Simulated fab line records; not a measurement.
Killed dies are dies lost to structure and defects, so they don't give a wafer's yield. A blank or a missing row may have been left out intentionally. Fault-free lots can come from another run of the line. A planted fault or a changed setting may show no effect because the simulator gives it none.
Which tool did it? / flow gf180mcu / 13 lots, 36 wafers sampled, at 3 steps of a route of 602

## WHAT THE GAUGES READ, wafer by wafer
GF_M4_THK_MEAS_06: measures by xrf. Usual: M4_ALCU_THK typically reads 444 nm, with standard deviation 5.2.
lot=L583; measured=day 22 16:41; on=film-metro-03; M4_ALCU_THK (nm)=441 442 441; flag=
lot=L588; measured=day 24 18:45; on=film-metro-01; M4_ALCU_THK (nm)=442 444; flag=
lot=L589; measured=day 25 03:08; on=film-metro-01; M4_ALCU_THK (nm)=452 443; flag=
lot=L590; measured=day 25 12:01; on=film-metro-01; M4_ALCU_THK (nm)=445 446; flag=
lot=L592; measured=day 26 08:56; on=film-metro-01; M4_ALCU_THK (nm)=449 453 447; flag=
lot=L594; measured=day 26 14:50; on=film-metro-03; M4_ALCU_THK (nm)=438 436 439; flag=
lot=L595; measured=day 26 20:30; on=film-metro-01; M4_ALCU_THK (nm)=441 441 435; flag=
lot=L596; measured=day 27 04:10; on=film-metro-04; M4_ALCU_THK (nm)=439 445 439; flag=
lot=L597; measured=day 27 14:01; on=film-metro-03; M4_ALCU_THK (nm)=440 442 440; flag=
lot=L599; measured=day 27 22:20; on=film-metro-03; M4_ALCU_THK (nm)=437 440 442; flag=
lot=L601; measured=day 28 17:40; on=film-metro-03; M4_ALCU_THK (nm)=450 455 453; flag=
lot=L602; measured=day 29 00:08; on=film-metro-04; M4_ALCU_THK (nm)=437 438 436; flag=
lot=L604; measured=day 29 15:29; on=film-metro-03; M4_ALCU_THK (nm)=447 443 448; flag=

## WHAT TOOL EACH LOT RAN ON (gives the tool, then ch and the chambers of the sampled wafers, and finally the start)
lot=L583; GF_M4_SPUTTER_01=pvd-sputter-01, day 22 16:26; GF_M4_SPUTTER_03=pvd-sputter-01, day 22 16:29
lot=L588; GF_M4_SPUTTER_01=pvd-sputter-01, day 24 18:29; GF_M4_SPUTTER_03=pvd-sputter-01, day 24 18:33
lot=L589; GF_M4_SPUTTER_01=pvd-sputter-01, day 25 02:53; GF_M4_SPUTTER_03=pvd-sputter-01, day 25 02:56
lot=L590; GF_M4_SPUTTER_01=pvd-sputter-02, day 25 11:46; GF_M4_SPUTTER_03=pvd-sputter-02, day 25 11:50
lot=L592; GF_M4_SPUTTER_01=pvd-sputter-04, day 26 08:41; GF_M4_SPUTTER_03=pvd-sputter-04, day 26 08:44
lot=L594; GF_M4_SPUTTER_01=pvd-sputter-01, day 26 14:35; GF_M4_SPUTTER_03=pvd-sputter-01, day 26 14:39
lot=L595; GF_M4_SPUTTER_01=pvd-sputter-02, day 26 20:15; GF_M4_SPUTTER_03=pvd-sputter-02, day 26 20:19
lot=L596; GF_M4_SPUTTER_01=pvd-sputter-01, day 27 03:56; GF_M4_SPUTTER_03=pvd-sputter-01, day 27 03:59
lot=L597; GF_M4_SPUTTER_01=pvd-sputter-02, day 27 13:46; GF_M4_SPUTTER_03=pvd-sputter-02, day 27 13:49
lot=L599; GF_M4_SPUTTER_01=pvd-sputter-02, day 27 22:06; GF_M4_SPUTTER_03=pvd-sputter-02, day 27 22:10
lot=L601; GF_M4_SPUTTER_01=pvd-sputter-01, day 28 17:25; GF_M4_SPUTTER_03=pvd-sputter-01, day 28 17:29
lot=L602; GF_M4_SPUTTER_01=pvd-sputter-02, day 28 23:53; GF_M4_SPUTTER_03=pvd-sputter-02, day 28 23:57
lot=L604; GF_M4_SPUTTER_01=pvd-sputter-04, day 29 15:14; GF_M4_SPUTTER_03=pvd-sputter-04, day 29 15:18
- GF_M4_SPUTTER_01: material TiN, target thk 30 nm, time 25 s.
- GF_M4_SPUTTER_03: material Ti, target thk 10 nm, time 6.7 s.

## AS READ BY THE TOOLS THEMSELVES (means over the sampled wafers that have a number; for cases with no such wafer, the mark the record gives instead)
GF_M4_SPUTTER_01. Usual: cathode-dc-power-W 6500.1 W, standard deviation 1.2; chamber-pressure-pa 0.4000 Pa, standard deviation 0.00081; throttle-valve-pct 29.8 %, standard deviation 0.83.
lot=L583; tool=pvd-sputter-01; cathode-dc-power-W (W)=6499.9; chamber-pressure-pa (Pa)=0.3998; throttle-valve-pct (%)=30.4; flag=
lot=L588; tool=pvd-sputter-01; cathode-dc-power-W (W)=6500.2; chamber-pressure-pa (Pa)=0.3994; throttle-valve-pct (%)=31.1; flag=
lot=L589; tool=pvd-sputter-01; cathode-dc-power-W (W)=6499.5; chamber-pressure-pa (Pa)=0.3992; throttle-valve-pct (%)=29.4; flag=
lot=L590; tool=pvd-sputter-02; cathode-dc-power-W (W)=6501.0; chamber-pressure-pa (Pa)=0.4005; throttle-valve-pct (%)=29.5; flag=
lot=L592; tool=pvd-sputter-04; cathode-dc-power-W (W)=6500.1; chamber-pressure-pa (Pa)=0.3999; throttle-valve-pct (%)=29.5; flag=
lot=L594; tool=pvd-sputter-01; cathode-dc-power-W (W)=6499.6; chamber-pressure-pa (Pa)=0.4014; throttle-valve-pct (%)=30.3; flag=
lot=L595; tool=pvd-sputter-02; cathode-dc-power-W (W)=6499.9; chamber-pressure-pa (Pa)=0.3998; throttle-valve-pct (%)=29.1; flag=
lot=L596; tool=pvd-sputter-01; cathode-dc-power-W (W)=6500.8; chamber-pressure-pa (Pa)=0.3995; throttle-valve-pct (%)=29.8; flag=
lot=L597; tool=pvd-sputter-02; cathode-dc-power-W (W)=6500.3; chamber-pressure-pa (Pa)=0.4005; throttle-valve-pct (%)=29.1; flag=
lot=L599; tool=pvd-sputter-02; cathode-dc-power-W (W)=6499.3; chamber-pressure-pa (Pa)=0.4001; throttle-valve-pct (%)=29.2; flag=
lot=L601; tool=pvd-sputter-01; cathode-dc-power-W (W)=6499.9; chamber-pressure-pa (Pa)=0.3996; throttle-valve-pct (%)=30.7; flag=
lot=L602; tool=pvd-sputter-02; cathode-dc-power-W (W)=6501.3; chamber-pressure-pa (Pa)=0.4002; throttle-valve-pct (%)=29.6; flag=
lot=L604; tool=pvd-sputter-04; cathode-dc-power-W (W)=6500.0; chamber-pressure-pa (Pa)=0.4003; throttle-valve-pct (%)=29.8; flag=

GF_M4_SPUTTER_03. Usual: cathode-dc-power-W 3000.0 W, standard deviation 0.5; chamber-pressure-pa 0.3000 Pa, standard deviation 0.00063; throttle-valve-pct 29.8 %, standard deviation 0.85.
lot=L583; tool=pvd-sputter-01; cathode-dc-power-W (W)=2999.7; chamber-pressure-pa (Pa)=0.2998; throttle-valve-pct (%)=30.4; flag=
lot=L588; tool=pvd-sputter-01; cathode-dc-power-W (W)=2999.6; chamber-pressure-pa (Pa)=0.2991; throttle-valve-pct (%)=30.9; flag=
lot=L589; tool=pvd-sputter-01; cathode-dc-power-W (W)=3000.1; chamber-pressure-pa (Pa)=0.2999; throttle-valve-pct (%)=29.7; flag=
lot=L590; tool=pvd-sputter-02; cathode-dc-power-W (W)=2999.7; chamber-pressure-pa (Pa)=0.3001; throttle-valve-pct (%)=29.4; flag=
lot=L592; tool=pvd-sputter-04; cathode-dc-power-W (W)=2999.9; chamber-pressure-pa (Pa)=0.3003; throttle-valve-pct (%)=29.4; flag=
lot=L594; tool=pvd-sputter-01; cathode-dc-power-W (W)=3000.1; chamber-pressure-pa (Pa)=0.3002; throttle-valve-pct (%)=30.5; flag=
lot=L595; tool=pvd-sputter-02; cathode-dc-power-W (W)=2999.9; chamber-pressure-pa (Pa)=0.3005; throttle-valve-pct (%)=29.0; flag=
lot=L596; tool=pvd-sputter-01; cathode-dc-power-W (W)=3000.1; chamber-pressure-pa (Pa)=0.2999; throttle-valve-pct (%)=29.8; flag=
lot=L597; tool=pvd-sputter-02; cathode-dc-power-W (W)=3000.4; chamber-pressure-pa (Pa)=0.2998; throttle-valve-pct (%)=29.0; flag=
lot=L599; tool=pvd-sputter-02; cathode-dc-power-W (W)=3000.1; chamber-pressure-pa (Pa)=0.2996; throttle-valve-pct (%)=29.3; flag=
lot=L601; tool=pvd-sputter-01; cathode-dc-power-W (W)=3000.3; chamber-pressure-pa (Pa)=0.2996; throttle-valve-pct (%)=30.7; flag=
lot=L602; tool=pvd-sputter-02; cathode-dc-power-W (W)=3000.0; chamber-pressure-pa (Pa)=0.3005; throttle-valve-pct (%)=29.7; flag=
lot=L604; tool=pvd-sputter-04; cathode-dc-power-W (W)=3000.1; chamber-pressure-pa (Pa)=0.3001; throttle-valve-pct (%)=29.5; flag=

## THE ANSWER, worked out from the rows above alone
Rule: a lot counts as off when the mean over its wafers that have a number is more than 3 standard deviations away from the usual mean. Also off: a lot with no number at a reading for which 4 or more lots have one. All remaining lots with rows at the step are treated as sound. The gauges are gone through in route order, then the tools' own readings, and for those a lot's mean is taken as printed above. At the first step where some lot is off, the reading lying furthest off is the one used; lots without a number count as furthest.
No lot is off on any of the readings shown, so nothing can be concluded from this.

## WHAT THE SIMULATOR HAD PUT IN
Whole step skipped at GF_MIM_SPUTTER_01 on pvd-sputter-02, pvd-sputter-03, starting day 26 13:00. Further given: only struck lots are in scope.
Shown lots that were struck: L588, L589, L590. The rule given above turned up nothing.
